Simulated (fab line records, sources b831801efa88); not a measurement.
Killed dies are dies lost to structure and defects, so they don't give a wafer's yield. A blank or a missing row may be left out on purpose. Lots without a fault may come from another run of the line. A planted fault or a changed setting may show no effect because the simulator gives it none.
Chamber matching | flow gf180mcu | GF_CONTACT_CMP_27 on cmp-02: 4 sister chambers
The step polishes, stops on SiO2, t overpolish 15 s, target thk 0 nm. 7 wafers are shown with their chamber, then 8 later ones without.

WAFERS WITH THEIR CHAMBER
wafer  | chamber | motor_current_A (A) | time_to_endpoint_s (s)
L477.5 | 0       | 11.5                | 76
L480.3 | 0       | 11.7                | 74
L480.5 | 2       | 11.3                | 77
L483.2 | 1       | 9.7                 | 69
L483.3 | 3       | 11.7                | 67
L483.5 | 2       | 10.8                | 68
L485.2 | 3       | 11.7                | 73

WAFERS WITHOUT THEIR CHAMBER
wafer  | motor_current_A (A) | time_to_endpoint_s (s)
L485.4 | 9.4                 | 74
L485.6 | 9.0                 | 75
L486.3 | 11.8                | 70
L486.4 | 9.8                 | 72
L486.6 | 12.3                | 71
L488.1 | 11.8                | 70
L488.2 | 10.9                | 77
L488.3 | 11.8                | 76

WHICH CHAMBER EACH WENT THROUGH
wafer  | from the rows above     | in truth
L485.4 | 1                       | 1
L485.6 | 1                       | 1
L486.3 | can't be placed: 3 or 0 | 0
L486.4 | 1                       | 1
L486.6 | can't be placed: 3 or 0 | 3
L488.1 | can't be placed: 3 or 0 | 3
L488.2 | 2                       | 2
L488.3 | can't be placed: 0 or 3 | 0
Placed correctly: 4 of 8. Can't be placed from these rows: 4 (the true chamber is among the candidates in 4). Placed wrongly: 0.
How it was worked out, from the rows above alone: a wafer's distance from a chamber is the root of the sum, over the readings, of the square of ((its reading less the chamber's mean) divided by the reading's scatter). The wafer belongs to the nearest chamber; if the next one is less than 2 further off, it can't be placed. A chamber's mean is the mean of its shown wafers. The scatter: the root of (the sum of the squares of (reading less its chamber's mean) over the shown wafers, divided by (wafers less chambers)).
